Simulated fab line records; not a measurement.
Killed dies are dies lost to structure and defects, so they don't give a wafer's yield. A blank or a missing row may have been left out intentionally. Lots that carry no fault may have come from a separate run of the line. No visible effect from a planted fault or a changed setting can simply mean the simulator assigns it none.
Shared-tool check / flow sky130 / Lots sampled 14, wafers sampled 42

== THE REASON FOR OPENING IT ==
2 of 14 lots carry a flag on the reading VT_ADJUST_HVTR_TW at SKY_VT_ADJUST_HVTR_TW_MEAS_11. Wafers without a fault read 211.1, standard deviation 1.6.
Rule: a lot is flagged in two cases, either no wafer of it has a number, or all its wafers with numbers fall more than 4 standard deviations from that mean. The other lots count as sound.

lot=L222; measured=day 9 19:56; on=film metro-01; VT_ADJUST_HVTR_TW, wafer by wafer=208.5 209.6 208.4; flag=
lot=L223; measured=day 10 04:35; on=film metro-04; VT_ADJUST_HVTR_TW, wafer by wafer=212.8 213.0 213.9; flag=
lot=L229; measured=day 11 23:29; on=film metro-01; VT_ADJUST_HVTR_TW, wafer by wafer=29.9 29.6 29.8; flag=FLAGGED
lot=L230; measured=day 12 05:35; on=film metro-01; VT_ADJUST_HVTR_TW, wafer by wafer=29.8 29.8 29.8; flag=FLAGGED
lot=L234; measured=day 13 13:40; on=film metro-04; VT_ADJUST_HVTR_TW, wafer by wafer=211.7 212.6 211.3; flag=
lot=L235; measured=day 13 18:58; on=film metro-01; VT_ADJUST_HVTR_TW, wafer by wafer=210.6 211.2 212.3; flag=
lot=L236; measured=day 13 22:10; on=film metro-01; VT_ADJUST_HVTR_TW, wafer by wafer=210.8 210.0 209.9; flag=
lot=L237; measured=day 14 12:16; on=film metro-03; VT_ADJUST_HVTR_TW, wafer by wafer=211.9 210.6 210.6; flag=
lot=L238; measured=day 14 19:44; on=film metro-01; VT_ADJUST_HVTR_TW, wafer by wafer=209.0 207.4 207.9; flag=
lot=L239; measured=day 15 04:46; on=film metro-01; VT_ADJUST_HVTR_TW, wafer by wafer=208.7 210.0 208.6; flag=
lot=L240; measured=day 15 07:47; on=film metro-04; VT_ADJUST_HVTR_TW, wafer by wafer=212.8 213.3 211.1; flag=
lot=L241; measured=day 15 20:37; on=film metro-03; VT_ADJUST_HVTR_TW, wafer by wafer=210.4 210.1 210.5; flag=
lot=L242; measured=day 16 02:23; on=film metro-04; VT_ADJUST_HVTR_TW, wafer by wafer=214.3 212.8 212.3; flag=
lot=L244; measured=day 16 15:43; on=film metro-04; VT_ADJUST_HVTR_TW, wafer by wafer=212.1 213.3 213.9; flag=
On average the flagged lots read 29.8, which is -181.3 against the usual, or -99 or more standard deviations.

== LOT BY LOT: THE TOOL USED ==
2 process steps preceding the reading are held in the record, out of 708 steps in the route. In each cell: the tool, then ch and the chambers that the sampled wafers went through, then the start.
lot=L222; flag=; SKY_VT_ADJUST_NCORE_STRIP_10=plasma asher-02 ch 0,1, day 8 22:49; SKY_VT_ADJUST_HVTR_STRIP_10=plasma asher-04 ch 0,1, day 9 19:49
lot=L223; flag=; SKY_VT_ADJUST_NCORE_STRIP_10=plasma asher-02 ch 0,1, day 9 06:34; SKY_VT_ADJUST_HVTR_STRIP_10=plasma asher-01 ch 0,1, day 10 04:28
lot=L229; flag=FLAGGED; SKY_VT_ADJUST_NCORE_STRIP_10=plasma asher-03 ch 0,1, day 10 23:25; SKY_VT_ADJUST_HVTR_STRIP_10=plasma asher-01 ch 0,1, day 11 23:22
lot=L230; flag=FLAGGED; SKY_VT_ADJUST_NCORE_STRIP_10=plasma asher-02 ch 0,1, day 11 05:34; SKY_VT_ADJUST_HVTR_STRIP_10=plasma asher-04 ch 0,1, day 12 05:28
lot=L234; flag=; SKY_VT_ADJUST_NCORE_STRIP_10=plasma asher-02 ch 0,1, day 12 12:43; SKY_VT_ADJUST_HVTR_STRIP_10=plasma asher-04 ch 0, day 13 13:34
lot=L235; flag=; SKY_VT_ADJUST_NCORE_STRIP_10=plasma asher-02 ch 0,1, day 12 16:58; SKY_VT_ADJUST_HVTR_STRIP_10=plasma asher-01 ch 0,1, day 13 18:52
lot=L236; flag=; SKY_VT_ADJUST_NCORE_STRIP_10=plasma asher-03 ch 0,1, day 12 20:01; SKY_VT_ADJUST_HVTR_STRIP_10=plasma asher-01 ch 0,1, day 13 22:04
lot=L237; flag=; SKY_VT_ADJUST_NCORE_STRIP_10=plasma asher-02 ch 0,1, day 13 09:34; SKY_VT_ADJUST_HVTR_STRIP_10=plasma asher-01 ch 0,1, day 14 12:10
lot=L238; flag=; SKY_VT_ADJUST_NCORE_STRIP_10=plasma asher-04 ch 0,1, day 13 16:40; SKY_VT_ADJUST_HVTR_STRIP_10=plasma asher-03 ch 0,1, day 14 19:37
lot=L239; flag=; SKY_VT_ADJUST_NCORE_STRIP_10=plasma asher-02 ch 0,1, day 14 01:28; SKY_VT_ADJUST_HVTR_STRIP_10=plasma asher-03 ch 1, day 15 04:40
lot=L240; flag=; SKY_VT_ADJUST_NCORE_STRIP_10=plasma asher-04 ch 0,1, day 14 04:39; SKY_VT_ADJUST_HVTR_STRIP_10=plasma asher-04 ch 0,1, day 15 07:43
lot=L241; flag=; SKY_VT_ADJUST_NCORE_STRIP_10=plasma asher-03 ch 0,1, day 14 17:04; SKY_VT_ADJUST_HVTR_STRIP_10=plasma asher-01 ch 0,1, day 15 20:31
lot=L242; flag=; SKY_VT_ADJUST_NCORE_STRIP_10=plasma asher-02 ch 0,1, day 14 22:52; SKY_VT_ADJUST_HVTR_STRIP_10=plasma asher-04 ch 0,1, day 16 02:16
lot=L244; flag=; SKY_VT_ADJUST_NCORE_STRIP_10=plasma asher-03 ch 0,1, day 15 11:40; SKY_VT_ADJUST_HVTR_STRIP_10=plasma asher-01 ch 0,1, day 16 15:37
What these steps do:
- SKY_VT_ADJUST_NCORE_STRIP_10: strips in O2/N2.
- SKY_VT_ADJUST_HVTR_STRIP_10: strips in O2/N2.
- SKY_VT_ADJUST_HVTR_TW_MEAS_11

== FLAGGED AGAINST TOTAL, ONE TOOL AT A TIME (gauges that did the reading follow at the end) ==
step=SKY_VT_ADJUST_NCORE_STRIP_10; tool=plasma asher-02; lots run=8; flagged=1; share of the flagged lots=some; sound lots run after its first flagged lot=5 (L234,L235,L237,L239,L242)
step=SKY_VT_ADJUST_NCORE_STRIP_10; tool=plasma asher-03; lots run=4; flagged=1; share of the flagged lots=some; sound lots run after its first flagged lot=3 (L236,L241,L244)
step=SKY_VT_ADJUST_NCORE_STRIP_10; tool=plasma asher-04; lots run=2; flagged=0; share of the flagged lots=none; sound lots run after its first flagged lot=-
step=SKY_VT_ADJUST_HVTR_STRIP_10; tool=plasma asher-01; lots run=7; flagged=1; share of the flagged lots=some; sound lots run after its first flagged lot=5 (L235,L236,L237,L241,L244)
step=SKY_VT_ADJUST_HVTR_STRIP_10; tool=plasma asher-03; lots run=2; flagged=0; share of the flagged lots=none; sound lots run after its first flagged lot=-
step=SKY_VT_ADJUST_HVTR_STRIP_10; tool=plasma asher-04; lots run=5; flagged=1; share of the flagged lots=some; sound lots run after its first flagged lot=3 (L234,L240,L242)
step=SKY_VT_ADJUST_HVTR_TW_MEAS_11; tool=film metro-01; lots run=7; flagged=2; share of the flagged lots=all; sound lots run after its first flagged lot=4 (L235,L236,L238,L239)
step=SKY_VT_ADJUST_HVTR_TW_MEAS_11; tool=film metro-03; lots run=2; flagged=0; share of the flagged lots=none; sound lots run after its first flagged lot=-
step=SKY_VT_ADJUST_HVTR_TW_MEAS_11; tool=film metro-04; lots run=5; flagged=0; share of the flagged lots=none; sound lots run after its first flagged lot=-

== WHAT THE TABLE PERMITS ==
1 row of the table ran every flagged lot: film metro-01 at SKY_VT_ADJUST_HVTR_TW_MEAS_11.
- film metro-01 at SKY_VT_ADJUST_HVTR_TW_MEAS_11 ran 7 lots, 2 of them flagged. Sound lots followed the first flagged one (L235, L236, L238, L239) on it, something a lasting fault affecting the whole tool could not allow.
Not one row of the table ran every flagged lot while running no sound lot after the first.

== WHAT WAS PUT IN BY THE SIMULATOR ==
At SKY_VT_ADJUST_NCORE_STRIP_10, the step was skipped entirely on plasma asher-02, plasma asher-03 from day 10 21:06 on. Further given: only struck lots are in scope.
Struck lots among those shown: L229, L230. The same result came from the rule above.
